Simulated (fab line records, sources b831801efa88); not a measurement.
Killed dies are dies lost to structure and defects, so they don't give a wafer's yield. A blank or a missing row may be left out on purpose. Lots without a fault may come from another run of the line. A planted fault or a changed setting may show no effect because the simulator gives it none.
fab line records | flow sfq_line
record lots=6 wafers=18 last_day=92
route steps=325 shown I3@147 M4@148
lots that met no fault: from a run of the same line without faults
start_h: hours from the record's first day to the start of the lot's first wafer shown | wait_h: hours since the lot's step before | " the same as in the row above | L1.1+2: a row that stands for several wafers | - no value, or no start given | * or withheld: withheld | < > ~ a bound
route shown NAME@n: a module of which the file shows steps, and the number in the route of the first | usual: mean/standard deviation of fault-free wafers | same: alike in all rows | chamber/n: place in a boat | sites: the reading at each site | _std_site: their standard deviation | _edge_site: outer sites' mean less inner sites' | radius_mm: how far each site lies from the wafer's centre | mask NAME#n: copy n | behind: the tool/chamber that last shaped the wafer | hold: why the lot was held/for how many hours/how that ended | device: the transistor (n, p or np) that didn't switch | end of line: the same wafers' tests at the end of the route | a step without rows: its recipe alone | killed: dies lost to structure and defects at the first sort, not the wafer's yield | map: a wafer's dies, x killed, . not, _ none there
set.NAME: the setting as run; set.NAME@STEP: as run at that earlier step | model.NAME: the simulator's own value behind a step, which no gauge read
lots at some steps of the route; a table a step, a row a wafer
services: from which hour (start_h, from the record's first day; less than 0 if before it) a tool's chamber was out of use, for how many hours, and why
## steps
# step SFQ_TRILAYER_I3_VIA_STRIP_SOLV_CLEAN_090
# recipe chemistry=NMP temp_c=70 time_s=600
# step SFQ_TRILAYER_M4_DEP_PRE_CLEAN_092
# recipe gas=Ar time_s=22.5 bias_v=250
# step SFQ_TRILAYER_M4_DEP_SPUTTER_091
# recipe material=Nb base_pressure_pa=1.33e-06 chamber_pressure_pa=0.1333 substrate_temp_c=20 resputter_cathode_voltage_v=400 target_thk_nm=200 power_w=2000 time_s=133.3
# usual throttle_valve_pct=30.0/1.1
# columns lot.wafer tool chamber start_h wait_h throttle_valve_pct
L663.1 pvd_sputter-05 - 1046.22 0.0 31.1
L663.2 " - " " 30.2
L663.5 " - " " 29.9
L669.1 pvd_sputter-05 - 1097.66 0.0 31.1
L669.4 " - " " 30.1
L669.5 " - " " 30.9
L671.2 pvd_sputter-03 - 1112.23 0.0 31.7
L671.5 " - " " 28.8
L671.6 " - " " 30.9
L680.2 pvd_sputter-06 - 1203.66 0.0 31.4
L680.4 " - " " 30.1
L680.6 " - " " 29.0
L682.1 pvd_sputter-06 - 1227.66 0.0 31.2
L682.2 " - " " 29.2
L682.6 " - " " 28.9
L683.1 pvd_sputter-03 - 1236.06 0.0 32.1
L683.4 " - " " 28.6
L683.6 " - " " 28.6
# step SFQ_M4_RS_MEAS_924
# recipe thk_meas_gauge=four-point-probe reads=Nb_of_TRILAYER_M4_DEP_SPUTTER_091
# usual M4_NB_RS=0.894/0.0094
# columns lot.wafer tool chamber start_h wait_h M4_NB_RS[ohm/sq]
L663.1 film_metro-01 - 1046.31 0.0 0.906
L663.2 " - " " 0.916
L663.5 " - " " 0.912
L669.1 film_metro-02 - 1097.75 0.0 0.883
L669.4 " - " " 0.903
L669.5 " - " " 0.890
L671.2 film_metro-02 - 1112.35 0.1 0.894
L671.5 " - " " 0.897
L671.6 " - " " 0.892
L680.2 film_metro-03 - 1203.77 0.1 0.904
L680.4 " - " " 0.893
L680.6 " - " " 0.888
L682.1 film_metro-02 - 1227.75 0.0 0.893
L682.2 " - " " 0.883
L682.6 " - " " 0.889
L683.1 film_metro-03 - 1236.15 0.0 0.893
L683.4 " - " " 0.897
L683.6 " - " " 0.898
# step SFQ_TRILAYER_M4_LITHO_COAT_098
# recipe resist=BARC spin_rpm=3000 resist_thk_nm=62
# step SFQ_TRILAYER_M4_LITHO_COAT_093
# recipe resist=KrF spin_rpm=3000 resist_thk_nm=600
# step SFQ_TRILAYER_M4_LITHO_SOFTBAKE_097
# recipe temp_c=withheld time_s=withheld resist=KrF
# step SFQ_TRILAYER_M4_LITHO_EXPOSE_094
# recipe mask_id=M4 na=0.6 source_shape=conventional sigma_outer=0.65 target_cd_nm=500 dose_mj=14.4
# step SFQ_TRILAYER_M4_LITHO_PEB_096
# recipe peb_temp_c=115 peb_time_s=60 resist=KrF
# step SFQ_TRILAYER_M4_LITHO_DEVELOP_095
# recipe time_s=60 resist=KrF
# step SFQ_M4_OVL_MEAS_926
# usual M4_OVL=-1/6.3
# columns lot.wafer tool chamber start_h wait_h M4_OVL[nm]
L663.1 overlay-02 - 1055.98 0.1 -7
L663.2 " - " " 9
L663.5 " - " " -4
L669.1 overlay-02 - 1100.31 0.1 -2
L669.4 " - " " 3
L669.5 " - " " -5
L671.2 overlay-02 - 1114.76 0.1 12
L671.5 " - " " 6
L671.6 " - " " 8
L680.2 overlay-02 - 1331.24 0.1 2
L680.4 " - " " 3
L680.6 " - " " 5
L682.1 overlay-02 - 1351.76 0.1 -2
L682.2 " - " " -3
L682.6 " - " " -4
L683.1 overlay-02 - 1358.96 0.1 1
L683.4 " - " " 4
L683.6 " - " " 11
# step SFQ_TRILAYER_M4_BARC_OPEN_METAL_ETCH_123
# recipe mask_material=PR chemistry=O2 target_depth_nm=125 target=BARC icp_w=600 bias_w=80 pressure_mtorr=10 time_s=41.7
# usual bias_w=79.98/0.23 drypump_motor_current_A=5.87/0.25 oes_product_au=0.685/0.0043
# columns lot.wafer tool chamber start_h wait_h bias_w drypump_motor_current_A oes_product_au rf_hours_counter_h
L663.1 rie_metal-02 1 1056.01 0.0 80.15 6.28 0.686 121
L663.2 " 0 " " 79.83 5.46 0.688 62
L663.5 " 1 " " 80.44 6.29 0.688 -
L669.1 rie_metal-03 0 1100.34 0.0 90.90 5.92 0.685 0
L669.4 " 0 " " 90.88 5.92 0.686 -
L669.5 " 0 " " 90.75 5.93 0.688 -
L671.2 rie_metal-03 0 1114.79 0.0 91.11 5.93 0.691 2
L671.5 " 1 " " 91.17 5.78 0.689 -
L671.6 " 0 " " 90.82 5.90 0.680 -
L680.2 rie_metal-04 1 1331.27 0.0 79.48 6.20 0.679 133
L680.4 " 0 " " 80.07 5.73 0.686 -
L680.6 " 0 " " 80.21 5.79 0.686 -
L682.1 rie_metal-03 0 1351.80 0.0 80.04 5.91 0.676 37
L682.2 " 1 " " 80.05 5.77 0.684 1
L682.6 " 1 " " 80.36 5.76 0.685 -
L683.1 rie_metal-03 1 1359.00 0.0 80.28 5.73 0.688 2
L683.4 " 1 " " 80.48 5.75 0.683 -
L683.6 " 1 " " 80.18 5.75 0.684 -
# step SFQ_TRILAYER_M4_ETCH_METAL_ETCH_096
# recipe target=Nb stop_on=SiO2 mask_material=PR chemistry=Cl2/Ar target_depth_nm=240 icp_w=600 bias_w=80 pressure_mtorr=10 time_s=120
# usual bias_w=79.97/0.23 drypump_motor_current_A=5.86/0.24 oes_product_au=0.892/0.0064
# columns lot.wafer tool chamber start_h wait_h bias_w drypump_motor_current_A oes_product_au rf_hours_counter_h
L663.1 rie_metal-02 1 1056.07 0.0 79.78 6.33 0.882 121
L663.2 " 0 " " 80.50 5.48 0.879 62
L663.5 " 1 " " 79.97 6.28 0.882 -
L669.1 rie_metal-03 0 1100.40 0.0 80.08 5.91 0.894 0
L669.4 " 0 " " 79.50 5.91 0.892 -
L669.5 " 0 " " 79.52 5.87 0.888 -
L671.2 rie_metal-03 0 1114.85 0.0 80.14 5.91 0.896 2
L671.5 " 1 " " 79.74 5.71 0.895 -
L671.6 " 0 " " 79.79 5.92 0.888 -
L680.2 rie_metal-04 1 1331.33 0.0 79.80 6.15 0.887 133
L680.4 " 0 " " 80.33 5.77 0.890 -
L680.6 " 0 " " 80.24 5.77 0.902 -
L682.1 rie_metal-03 0 1351.85 0.0 79.93 5.90 0.892 37
L682.2 " 1 " " 80.32 5.74 0.888 1
L682.6 " 1 " " 80.08 5.73 0.897 -
L683.1 rie_metal-03 1 1359.05 0.0 80.04 5.75 0.890 2
L683.4 " 1 " " 80.15 5.74 0.891 -
L683.6 " 1 " " 80.33 5.77 0.897 -
## services
# columns tool chamber start_h hours kind
pvd_sputter-03 - 1026.68 4.4 repair
rie_metal-04 - 1038.78 0.9 repair
rie_metal-03 - 1045.41 0.5 repair
pvd_sputter-06 - 1047.91 2.0 repair
rie_metal-02 - 1053.20 2.8 pm
rie_metal-03 0 1082.17 - clean
rie_metal-03 0 1082.17 - consumable_replace:focus_ring
rie_metal-03 0 1082.17 18.1 scheduled_down
rie_metal-03 0 1082.17 18.1 vent_cycle
rie_metal-03 - 1127.90 1.1 repair
rie_metal-04 - 1183.46 2.8 pm
pvd_sputter-03 - 1185.53 2.1 repair
pvd_sputter-06 - 1199.22 2.0 repair
pvd_sputter-06 - 1204.93 1.4 repair
rie_metal-02 1 1216.63 4.5 repair
pvd_sputter-03 - 1246.08 3.9 repair
rie_metal-04 - 1271.19 2.3 repair
rie_metal-02 0 1274.11 13.3 repair
pvd_sputter-03 - 1285.59 9.6 repair
rie_metal-04 - 1306.57 0.8 repair
pvd_sputter-05 - 1307.48 6.8 repair
rie_metal-03 1 1329.17 - clean
rie_metal-03 1 1329.17 - consumable_replace:focus_ring
rie_metal-03 - 1332.52 0.1 repair
## key
first_sign step=SFQ_TRILAYER_M4_BARC_OPEN_METAL_ETCH_123 reading=bias_w direction=up sigmas=47 usual=79.98 struck=90.94
effect none on later readings
met_at SFQ_TRILAYER_M4_BARC_OPEN_METAL_ETCH_123
struck_wafers L669.1,L669.4,L669.5,L671.2,L671.5,L671.6
fault kind=process_parameter_drift tool=rie_metal-03 chamber=- onset_h=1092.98 steps=SFQ_TRILAYER_M4_BARC_OPEN_METAL_ETCH_123 channel=bias_w offset=11.024 shape=step end_h=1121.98 acts_in=these_recipes_only stated=80
